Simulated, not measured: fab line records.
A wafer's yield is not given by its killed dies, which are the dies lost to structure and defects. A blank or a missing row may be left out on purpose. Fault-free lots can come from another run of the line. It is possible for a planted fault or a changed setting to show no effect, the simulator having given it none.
fab line records | flow sky130 | part 1 of 2: steps 1 to 29 of 42
[record] lots = 5 wafers = 15 last_day = 50
route steps=708 shown VIA2@513 METAL3@532 CAPM@537
lots untouched by any fault: they come from a run of this same line in which no faults occurred
start_h: hours from the record's opening day to when the first of the lot's shown wafers began | wait_h: time in hours since the lot's previous step | " same as the row above | L1.1+2: one row covering several wafers at once | - no value, or no start was given | * or withheld: withheld | < > ~ a bound
route shown NAME@n: names a module that has steps shown in the file, with the first one's number in the route | usual: mean and standard deviation over wafers with no fault | same: alike in all rows | chamber/n: place in a boat | sites: readings site by site | _std_site: their standard deviation | _edge_site: the outer-site mean with the inner-site mean subtracted | radius_mm: for every site, how far away it sits from the centre of the wafer | mask NAME#n: copy n | behind: the most recent tool/chamber to have shaped the wafer | hold: why the lot was held/for how many hours/how that ended | device: the n, p or np transistor that did not switch | end of line: at the end of the route, the tests of the same wafers | step lacking rows: just its recipe | killed: dies that structure and defects cost at the first sort, which is not the same as the wafer's yield | map: dies across one wafer; x = killed, . = not, _ = none there
set.NAME: the setting that was run; set.NAME@STEP: the one run at that earlier step | model.NAME: the simulator's own value behind a step, which no gauge read
certain route steps with their lots: each step a table, each wafer a row
services: when a tool's chamber went out of use (start_h, in hours from the record's first day, below 0 if earlier), for how many hours, and the reason
[[steps]]
[step SKY_VIA2_COAT_06]
[recipe] resist = BARC temp_c = withheld time_s = withheld spin_rpm = 3000 resist_thk_nm = 60
// columns lot.wafer tool chamber start_h wait_h
L078.2+3+5 litho_track-02 0 865.25 0.1
L083.1+3+6 litho_track-02 0 904.28 0.1
L084.1+2+6 litho_track-04 0 909.99 0.1
L085.1+5+6 litho_track-02 0 920.63 0.1
L096.2+3+5 litho_track-03 0 995.95 0.1
[step SKY_VIA2_COAT_07]
[recipe] resist = KrF-thick spin_rpm = 3000 resist_thk_nm = 450
// columns lot.wafer tool chamber start_h wait_h
L078.2+3+5 litho_track-02 0 - -
L083.1+3+6 litho_track-02 0 - -
L084.1+2+6 litho_track-04 0 - -
L085.1+5+6 litho_track-02 0 - -
L096.2+3+5 litho_track-03 0 - -
[step SKY_VIA2_SOFTBAKE_08]
[recipe] temp_c = 100 time_s = 90 resist = KrF-thick
// columns lot.wafer tool chamber start_h wait_h
L078.2+3+5 litho_track-02 0 - -
L083.1+3+6 litho_track-02 0 - -
L084.1+2+6 litho_track-04 0 - -
L085.1+5+6 litho_track-02 0 - -
L096.2+3+5 litho_track-03 0 - -
[step SKY_VIA2_EXPOSE_09]
[recipe] mask_id = VIM2 na = 0.8 source_shape = annular sigma_inner = 0.55 sigma_outer = 0.85 target_cd_nm = 200 dose_mj = 38
// columns lot.wafer tool chamber start_h wait_h mask
L078.2+3+5 krf_scanner-02 0 - - VIM2#0
L083.1+3+6 krf_scanner-01 0 - - VIM2#0
L084.1+2+6 krf_scanner-01 0 - - VIM2#0
L085.1+5+6 krf_scanner-01 0 - - VIM2#0
L096.2+3+5 krf_scanner-01 0 - - VIM2#0
[step SKY_VIA2_PEB_10]
[recipe] peb_temp_c = withheld peb_time_s = withheld resist = KrF-thick
// columns lot.wafer tool chamber start_h wait_h
L078.2+3+5 litho_track-02 0 - -
L083.1+3+6 litho_track-02 0 - -
L084.1+2+6 litho_track-03 0 - -
L085.1+5+6 litho_track-04 0 - -
L096.2+3+5 litho_track-03 0 - -
[step SKY_VIA2_DEVELOP_11]
[recipe] develop_time_s = 60 resist = KrF-thick dev_temp_c = 21
// columns lot.wafer tool chamber start_h wait_h
L078.2+3+5 litho_track-02 0 - -
L083.1+3+6 litho_track-02 0 - -
L084.1+2+6 litho_track-03 0 - -
L085.1+5+6 litho_track-04 0 - -
L096.2+3+5 litho_track-03 0 - -
[step SKY_VIA2_CD_MEAS_12]
[recipe] target_cd_nm = 200
[usual] cd_nm = 200.0/1.3
// columns lot.wafer tool chamber start_h wait_h cd_nm
L078.2 cd_sem-01 - 878.55 - 202.5
L078.3 " - " " 200.2
L078.5 " - " " 202.0
L083.1 cd_sem-02 - 916.58 - 198.9
L083.3 " - " " 198.0
L083.6 " - " " 200.1
L084.1 cd_sem-02 - 922.53 - 198.6
L084.2 " - " " 200.1
L084.6 " - " " 199.0
L085.1 cd_sem-02 - 933.69 - 200.6
L085.5 " - " " 201.8
L085.6 " - " " 201.9
L096.2 cd_sem-01 - 1008.55 - 198.5
L096.3 " - " " 198.4
L096.5 " - " " 197.2
[step SKY_VIA2_OVL_MEAS_13]
[usual] VIA2_OVL = -3/5
// columns lot.wafer tool chamber start_h wait_h VIA2_OVL[nm]
L078.2 overlay-02 - 878.66 0.1 -6
L078.3 " - " " -4
L078.5 " - " " -8
L083.1 overlay-01 - 916.70 0.1 1
L083.3 " - " " -5
L083.6 " - " " -3
L084.1 overlay-02 - 922.65 0.1 -11
L084.2 " - " " 0
L084.6 " - " " 0
L085.1 overlay-02 - 933.81 0.1 -2
L085.5 " - " " -3
L085.6 " - " " -2
L096.2 overlay-02 - 1008.65 0.1 -4
L096.3 " - " " -2
L096.5 " - " " -10
[step SKY_VIA2_ETCH_14]
[recipe] chemistry = N2/H2 target = BARC ion_energy_ev = 200 source_w = 500 bias_w = 100 pressure_mtorr = 30 n2_flow_sccm = 100 h2_flow_sccm = 200 stop_on = SiO2 time_s = 45.9 target_depth_a = 600
[usual] drypump_motor_current_A = 5.93/0.28 oes_product_au = 0.855/0.0046 throttle_valve_pct = 13.226/0.011
// columns lot.wafer tool chamber start_h wait_h drypump_motor_current_A oes_product_au rf_hours_counter_h throttle_valve_pct
L078.2 rie_diel-02 2 878.69 0.0 6.10 0.847 12 13.206
L078.3 " 1 " " 6.39 0.858 3 13.218
L078.5 " 2 " " 6.08 0.853 - 13.211
L083.1 rie_diel-02 3 916.74 0.0 5.79 0.851 9 13.232
L083.3 " 0 " " 6.12 0.850 9 13.244
L083.6 " 0 " " 6.09 0.853 - 13.233
L084.1 rie_diel-01 2 922.68 0.0 6.31 0.850 16 13.228
L084.2 " 1 " " 6.03 0.853 23 13.224
L084.6 " 3 " " 5.44 0.855 - 13.231
L085.1 rie_diel-04 3 933.84 0.0 5.57 0.849 15 13.222
L085.5 " 0 " " 5.97 0.852 - 13.231
L085.6 " 1 " " 6.14 0.850 - 13.232
L096.2 rie_diel-01 3 1008.68 0.0 5.45 0.845 22 13.220
L096.3 " 1 " " 5.98 0.860 26 13.222
L096.5 " 0 " " 5.58 0.856 - 13.229
[step SKY_VIA2_ETCH_15]
[recipe] target = SiO2 chemistry = C4F8/O2/Ar target_depth_nm = 546 stop_on = TiN mask_material = KrF-thick source_w = 1500 bias_w = 1200 pressure_mtorr = 40 c4f8_flow_sccm = withheld O2_flow_sccm = 6 Ar_flow_sccm = 300 time_s = 84
[usual] oes_product_au = 0.940/0.0051
// columns lot.wafer tool chamber start_h wait_h oes_product_au rf_hours_counter_h
L078.2 rie_diel-02 2 878.73 0.0 0.942 12
L078.3 " 1 " " 0.953 3
L078.5 " 2 " " 0.939 -
L083.1 rie_diel-02 3 916.78 0.0 0.936 9
L083.3 " 0 " " 0.939 9
L083.6 " 0 " " 0.932 -
L084.1 rie_diel-01 2 922.72 0.0 0.942 16
L084.2 " 1 " " 0.939 23
L084.6 " 3 " " 0.934 -
L085.1 rie_diel-04 3 933.89 0.0 0.940 15
L085.5 " 0 " " 0.943 -
L085.6 " 1 " " 0.949 -
L096.2 rie_diel-01 3 1008.73 0.0 0.941 22
L096.3 " 1 " " 0.943 26
L096.5 " 0 " " 0.943 -
[step SKY_VIA2_STRIP_16]
[recipe] chemistry = O2/N2 power_w = 1400 pressure_mtorr = 1500 platen_temp_c = withheld o2_flow_sccm = 3000 n2_flow_sccm = 300 overash_fraction = 0.5
[usual] drypump_motor_current_A = 5.9/0.33 oes_product_au = 0.398/0.0047 strip_time_to_endpoint_s = 4.038/0.025
// columns lot.wafer tool chamber start_h wait_h drypump_motor_current_A oes_product_au rf_hours_counter_h strip_time_to_endpoint_s
L078.2 plasma_asher-02 1 878.79 0.0 5.7 0.398 14 4.015
L078.3 " 1 " " 5.8 0.394 - 4.046
L078.5 " 0 " " 6.1 0.401 - 4.001
L083.1 plasma_asher-01 0 916.84 0.0 5.0 0.401 48 4.041
L083.3 " 0 " " 5.0 0.398 - 4.026
L083.6 " 1 " " 5.9 0.390 - 4.008
L084.1 plasma_asher-02 1 922.79 0.0 5.7 0.396 18 4.010
L084.2 " 0 " " 6.1 0.397 18 4.010
L084.6 " 0 " " 6.1 0.401 - 3.995
L085.1 plasma_asher-02 1 933.95 0.0 5.7 0.395 19 4.015
L085.5 " 1 " " 5.7 0.402 - 4.035
L085.6 " 0 " " 6.1 0.402 - 3.987
L096.2 plasma_asher-04 1 1008.79 0.0 6.1 0.388 115 4.028
L096.3 " 0 " " 6.2 0.397 - 4.068
L096.5 " 1 " " 6.1 0.400 - 4.039
[step SKY_VIA2_STRIP_17]
[recipe] chemistry = post_etch_residue_remover time_s = 1200 temp_c = 72.5
// columns lot.wafer tool chamber start_h wait_h
L078.2+3+5 wet_bench-01 1 878.89 0.1
L083.1+3+6 wet_bench-01 2 916.94 0.1
L084.1+2+6 wet_bench-01 1 922.89 0.1
L085.1+5+6 wet_bench-02 0 934.05 0.1
L096.2+3+5 wet_bench-01 3 1008.89 0.1
[step SKY_VIA2_CLEAN_18]
[recipe] chemistry = IPA time_s = 180 temp_c = 25
// columns lot.wafer tool chamber start_h wait_h
L078.2+3+5 wet_bench-02 1 879.23 0.0
L083.1+3+6 wet_bench-02 0 917.28 0.0
L084.1+2+6 wet_bench-02 2 923.23 0.0
L085.1+5+6 wet_bench-01 2 934.42 0.0
L096.2+3+5 wet_bench-04 3 1009.23 0.0
[step SKY_VIA2_CLEAN_19]
[recipe] chemistry = O3/DIW dry = n2_spin
// columns lot.wafer tool chamber start_h wait_h
L078.2+3+5 wet_bench-04 1 879.29 0.0
L083.1+3+6 wet_bench-01 2 917.35 0.0
L084.1+2+6 wet_bench-04 1 923.29 0.0
L085.1+5+6 wet_bench-04 1 934.49 0.0
L096.2+3+5 wet_bench-02 2 1009.29 0.0
[step SKY_VIA2_SPUTTER_20]
[recipe] material = TiN target_thk_nm = 20 chamber_pressure_pa = 5 power_w = 4000 time_s = 80
[usual] throttle_valve_pct = 30.3/0.66
// columns lot.wafer tool chamber start_h wait_h throttle_valve_pct
L078.2 pvd_sputter-03 - 879.39 0.0 29.2
L078.3 " - " " 30.9
L078.5 " - " " 30.6
L083.1 pvd_sputter-03 - 917.44 0.0 30.1
L083.3 " - " " 29.4
L083.6 " - " " 31.5
L084.1 pvd_sputter-02 - 923.38 0.0 30.4
L084.2 " - " " 29.8
L084.6 " - " " 30.2
L085.1 pvd_sputter-03 - 934.58 0.0 30.5
L085.5 " - " " 29.2
L085.6 " - " " 31.4
L096.2 pvd_sputter-04 - 1009.39 0.0 30.5
L096.3 " - " " 30.3
L096.5 " - " " 30.3
[step SKY_VIA2_CVD_21]
[recipe] material = W target_thk_nm = 420 time_s = 126.4 temp_c = 400 pressure_torr = 40
[usual] heater_power_w = 930/95
// columns lot.wafer tool chamber start_h wait_h heater_power_w
L078.2 cvd_w-02 0 879.45 0.0 1059
L078.3 " 0 " " 1070
L078.5 " 1 " " 982
L083.1 cvd_w-01 0 917.50 0.0 921
L083.3 " 0 " " 944
L083.6 " 0 " " 950
L084.1 cvd_w-02 1 923.45 0.0 1008
L084.2 " 0 " " 1018
L084.6 " 1 " " 1023
L085.1 cvd_w-01 1 934.64 0.0 819
L085.5 " 1 " " 799
L085.6 " 0 " " 920
L096.2 cvd_w-01 1 1009.45 0.0 796
L096.3 " 1 " " 840
L096.5 " 1 " " 811
[step SKY_VIA2_RS_MEAS_22]
[recipe] thk_meas_gauge = four-point-probe reads = W_of_VIA2_CVD_21+TiN_of_VIA2_SPUTTER_20
[usual] VIA2_W_RS = 0.273/0.0039
// columns lot.wafer tool chamber start_h wait_h VIA2_W_RS[ohm/sq]
L078.2 film_metro-02 - 879.60 0.1 0.269
L078.3 " - " " 0.274
L078.5 " - " " 0.265
L083.1 film_metro-01 - 917.63 0.1 0.268
L083.3 " - " " 0.269
L083.6 " - " " 0.268
L084.1 film_metro-01 - 923.58 0.1 0.267
L084.2 " - " " 0.271
L084.6 " - " " 0.266
L085.1 film_metro-02 - 934.77 0.1 0.276
L085.5 " - " " 0.281
L085.6 " - " " 0.271
L096.2 film_metro-03 - 1009.60 0.1 0.279
L096.3 " - " " 0.279
L096.5 " - " " 0.277
[step SKY_VIA2_THK_MEAS_23]
[recipe] thk_meas_gauge = xrf reads = W_of_VIA2_CVD_21
[usual] VIA2_W_THK = 414/9.9
// columns lot.wafer tool chamber start_h wait_h VIA2_W_THK[nm]
L078.2 film_metro-02 - 879.71 0.1 428
L078.3 " - " " 417
L078.5 " - " " 432
L083.1 film_metro-01 - 917.75 0.1 407
L083.3 " - " " 405
L083.6 " - " " 408
L084.1 film_metro-01 - 923.70 0.1 412
L084.2 " - " " 405
L084.6 " - " " 412
L085.1 film_metro-02 - 934.89 0.1 425
L085.5 " - " " 418
L085.6 " - " " 432
L096.2 film_metro-03 - 1009.71 0.1 408
L096.3 " - " " 408
L096.5 " - " " 409
[step SKY_VIA2_CMP_24]
[recipe] stop_on = SiO2 t_overpolish_s = 20 down_force_psi = 3.5 platen_rpm = 60 target_thk_nm = 0 pad_velocity_m_s = 0.94248
[usual] motor_current_A = 11.3/1.1 overpolish_run_s = 19.999/0.0094 time_to_endpoint_s = 102/3.4
[same] t_overpolish_s = 20
// columns lot.wafer tool chamber start_h wait_h motor_current_A overpolish_run_s time_to_endpoint_s
L078.3 cmp-01 0 879.81 0.1 12.3 19.998 103
L078.2 " 2 " " 10.3 20.016 100
L078.5 " 3 " " 10.7 20.002 103
L083.1 cmp-01 3 917.86 0.1 10.4 20.000 104
L083.3 " 1 " " 10.7 19.998 101
L083.6 " 3 " " 10.0 20.001 105
L084.1 cmp-01 3 923.81 0.1 10.3 19.998 107
L084.2 " 0 " " 13.4 19.995 105
L084.6 " 2 " " 10.0 19.996 105
L085.1 cmp-01 3 935.10 0.2 9.9 20.005 99
L085.5 " 0 " " 13.3 20.005 102
L085.6 " 1 " " 10.9 19.993 103
L096.3 cmp-02 3 1009.76 0.0 11.3 19.995 98
L096.2 " 1 " " 11.1 20.007 99
L096.5 " 0 " " 11.9 19.993 98
[step SKY_METAL3_SPUTTER_00]
[recipe] material = Ti target_thk_nm = 15 power_w = 3000 time_s = 10 chamber_pressure_pa = 0.4
[usual] throttle_valve_pct = 30.0/0.78
// columns lot.wafer tool chamber start_h wait_h throttle_valve_pct
L078.2 pvd_sputter-01 - 880.06 0.1 27.8
L078.3 " - " " 30.6
L078.5 " - " " 30.7
L083.1 pvd_sputter-01 - 918.11 0.2 29.0
L083.3 " - " " 30.8
L083.6 " - " " 27.8
L084.1 pvd_sputter-01 - 924.06 0.2 29.2
L084.2 " - " " 29.8
L084.6 " - " " 27.6
L085.1 pvd_sputter-04 - 935.25 0.1 30.5
L085.5 " - " " 31.1
L085.6 " - " " 29.1
L096.2 pvd_sputter-01 - 1010.06 0.1 30.6
L096.3 " - " " 27.9
L096.5 " - " " 30.9
[step SKY_METAL3_SPUTTER_01]
[recipe] material = TiN target_thk_nm = 20 power_w = 6500 time_s = 16.7 chamber_pressure_pa = 0.4
[usual] throttle_valve_pct = 30.0/0.73
// columns lot.wafer tool chamber start_h wait_h throttle_valve_pct
L078.2 pvd_sputter-01 - 880.08 0.0 27.8
L078.3 " - " " 30.8
L078.5 " - " " 31.0
L083.1 pvd_sputter-01 - 918.13 0.0 29.2
L083.3 " - " " 30.9
L083.6 " - " " 28.0
L084.1 pvd_sputter-01 - 924.08 0.0 29.2
L084.2 " - " " 29.6
L084.6 " - " " 28.0
L085.1 pvd_sputter-04 - 935.27 0.0 30.4
L085.5 " - " " 30.5
L085.6 " - " " 29.3
L096.2 pvd_sputter-01 - 1010.08 0.0 31.0
L096.3 " - " " 28.0
L096.5 " - " " 31.0
[step SKY_METAL3_SPUTTER_02]
[recipe] material = AlCu target_thk_nm = 735 power_w = 10600 time_s = 39.1 chamber_pressure_pa = 0.4
[usual] throttle_valve_pct = 30.0/0.77
// columns lot.wafer tool chamber start_h wait_h throttle_valve_pct
L078.2 pvd_sputter-01 - 880.11 0.0 27.8
L078.3 " - " " 31.3
L078.5 " - " " 30.7
L083.1 pvd_sputter-01 - 918.16 0.0 29.1
L083.3 " - " " 30.7
L083.6 " - " " 27.8
L084.1 pvd_sputter-01 - 924.10 0.0 29.2
L084.2 " - " " 29.7
L084.6 " - " " 28.0
L085.1 pvd_sputter-04 - 935.30 0.0 30.5
L085.5 " - " " 30.6
L085.6 " - " " 29.1
L096.2 pvd_sputter-01 - 1010.11 0.0 30.8
L096.3 " - " " 27.8
L096.5 " - " " 31.0
[step SKY_METAL3_SPUTTER_03]
[recipe] material = Ti target_thk_nm = 5 power_w = 3000 time_s = 3.3 chamber_pressure_pa = 0.4
[usual] throttle_valve_pct = 30.0/0.76
// columns lot.wafer tool chamber start_h wait_h throttle_valve_pct
L078.2 pvd_sputter-01 - 880.15 0.0 27.7
L078.3 " - " " 31.0
L078.5 " - " " 30.8
L083.1 pvd_sputter-01 - 918.20 0.0 28.9
L083.3 " - " " 30.8
L083.6 " - " " 28.0
L084.1 pvd_sputter-01 - 924.14 0.0 29.1
L084.2 " - " " 29.6
L084.6 " - " " 27.8
L085.1 pvd_sputter-04 - 935.34 0.0 30.6
L085.5 " - " " 30.8
L085.6 " - " " 29.3
L096.2 pvd_sputter-01 - 1010.14 0.0 30.9
L096.3 " - " " 27.8
L096.5 " - " " 30.9
[step SKY_METAL3_SPUTTER_04]
[recipe] material = TiN target_thk_nm = 70 power_w = 6500 time_s = 58.3 chamber_pressure_pa = 0.4
[usual] throttle_valve_pct = 30.0/0.75
// columns lot.wafer tool chamber start_h wait_h throttle_valve_pct
L078.2 pvd_sputter-01 - 880.17 0.0 27.8
L078.3 " - " " 30.5
L078.5 " - " " 30.8
L083.1 pvd_sputter-01 - 918.21 0.0 29.5
L083.3 " - " " 30.9
L083.6 " - " " 27.9
L084.1 pvd_sputter-01 - 924.16 0.0 29.0
L084.2 " - " " 29.8
L084.6 " - " " 27.7
L085.1 pvd_sputter-04 - 935.35 0.0 30.7
L085.5 " - " " 30.6
L085.6 " - " " 29.2
L096.2 pvd_sputter-01 - 1010.16 0.0 30.8
L096.3 " - " " 27.8
L096.5 " - " " 30.6
[step SKY_CAPM_CVD_00]
[recipe] material = SiO2 target_thk_nm = 15.5 temp_c = 400 time_s = withheld rf_w = 450
[usual] heater_power_w = 760/110
// columns lot.wafer tool chamber start_h wait_h heater_power_w
L078.2 pecvd-03 0 880.22 0.0 792
L078.3 " 2 " " 748
L078.5 " 1 " " 740
L083.1 pecvd-04 0 918.26 0.0 692
L083.3 " 1 " " 721
L083.6 " 1 " " 746
L084.1 pecvd-02 0 924.21 0.0 916
L084.2 " 2 " " 585
L084.6 " 2 " " 586
L085.1 pecvd-02 1 935.40 0.0 745
L085.5 " 0 " " 871
L085.6 " 1 " " 741
L096.2 pecvd-04 2 1010.21 0.0 767
L096.3 " 0 " " 657
L096.5 " 2 " " 621
[step SKY_CAPM_THK_MEAS_01]
[recipe] reads = SiO2_of_CAPM_CVD_00
[usual] CAPM_CVD_00_THK = 15.51/0.23
// columns lot.wafer tool chamber start_h wait_h CAPM_CVD_00_THK[nm]
L078.2 film_metro-01 - 880.25 - 15.19
L078.3 " - " " 14.86
L078.5 " - " " 15.10
L083.1 film_metro-04 - 918.29 - 15.38
L083.3 " - " " 15.65
L083.6 " - " " 15.84
L084.1 film_metro-01 - 924.23 - 15.48
L084.2 " - " " 15.06
L084.6 " - " " 15.50
L085.1 film_metro-02 - 935.42 - 15.24
L085.5 " - " " 15.79
L085.6 " - " " 15.76
L096.2 film_metro-01 - 1010.24 - 15.94
L096.3 " - " " 15.68
L096.5 " - " " 15.85
[step SKY_CAPM_SPUTTER_02]
[recipe] material = TiN target_thk_nm = 200 temp_c = 300 power_w = 6500 time_s = 166.7 chamber_pressure_pa = 0.4
[usual] throttle_valve_pct = 30.2/0.95
// columns lot.wafer tool chamber start_h wait_h throttle_valve_pct
L078.2 pvd_sputter-03 - 880.30 0.0 31.7
L078.3 " - " " 29.7
L078.5 " - " " 30.3
L083.1 pvd_sputter-02 - 918.35 0.1 29.7
L083.3 " - " " 30.4
L083.6 " - " " 30.1
L084.1 pvd_sputter-03 - 924.29 0.1 30.8
L084.2 " - " " 31.6
L084.6 " - " " 29.3
L085.1 pvd_sputter-03 - 935.48 0.1 30.6
L085.5 " - " " 30.7
L085.6 " - " " 30.6
L096.2 pvd_sputter-02 - 1010.29 0.0 30.0
L096.3 " - " " 30.4
L096.5 " - " " 30.9
[step SKY_CAPM_RS_MEAS_03]
[recipe] thk_meas_gauge = four-point-probe reads = TiN_of_CAPM_SPUTTER_02
[usual] CAPM_TIN_RS = 6.92/0.063
// columns lot.wafer tool chamber start_h wait_h CAPM_TIN_RS[ohm/sq]
L078.2 film_metro-04 - 880.43 0.1 6.87
L078.3 " - " " 6.88
L078.5 " - " " 6.89
L083.1 film_metro-01 - 918.45 0.1 6.88
L083.3 " - " " 6.95
L083.6 " - " " 6.98
L084.1 film_metro-01 - 924.40 0.1 6.97
L084.2 " - " " 7.01
L084.6 " - " " 7.01
L085.1 film_metro-01 - 935.59 0.1 6.96
L085.5 " - " " 6.99
L085.6 " - " " 6.96
L096.2 film_metro-02 - 1010.42 0.1 6.98
L096.3 " - " " 6.99
L096.5 " - " " 6.98
[step SKY_CAPM_THK_MEAS_04]
[recipe] thk_meas_gauge = xrf reads = TiN_of_CAPM_SPUTTER_02
[usual] CAPM_TIN_THK = 201.4/2.2
// columns lot.wafer tool chamber start_h wait_h CAPM_TIN_THK[nm]
L078.2 film_metro-04 - 880.54 0.1 203.0
L078.3 " - " " 202.8
L078.5 " - " " 201.4
L083.1 film_metro-01 - 918.57 0.1 203.1
L083.3 " - " " 201.8
L083.6 " - " " 201.1
L084.1 film_metro-01 - 924.52 0.1 201.4
L084.2 " - " " 200.5
L084.6 " - " " 200.0
L085.1 film_metro-01 - 935.71 0.1 200.9
L085.5 " - " " 199.9
L085.6 " - " " 200.3
L096.2 film_metro-02 - 1010.53 0.1 200.3
L096.3 " - " " 198.3
L096.5 " - " " 199.5
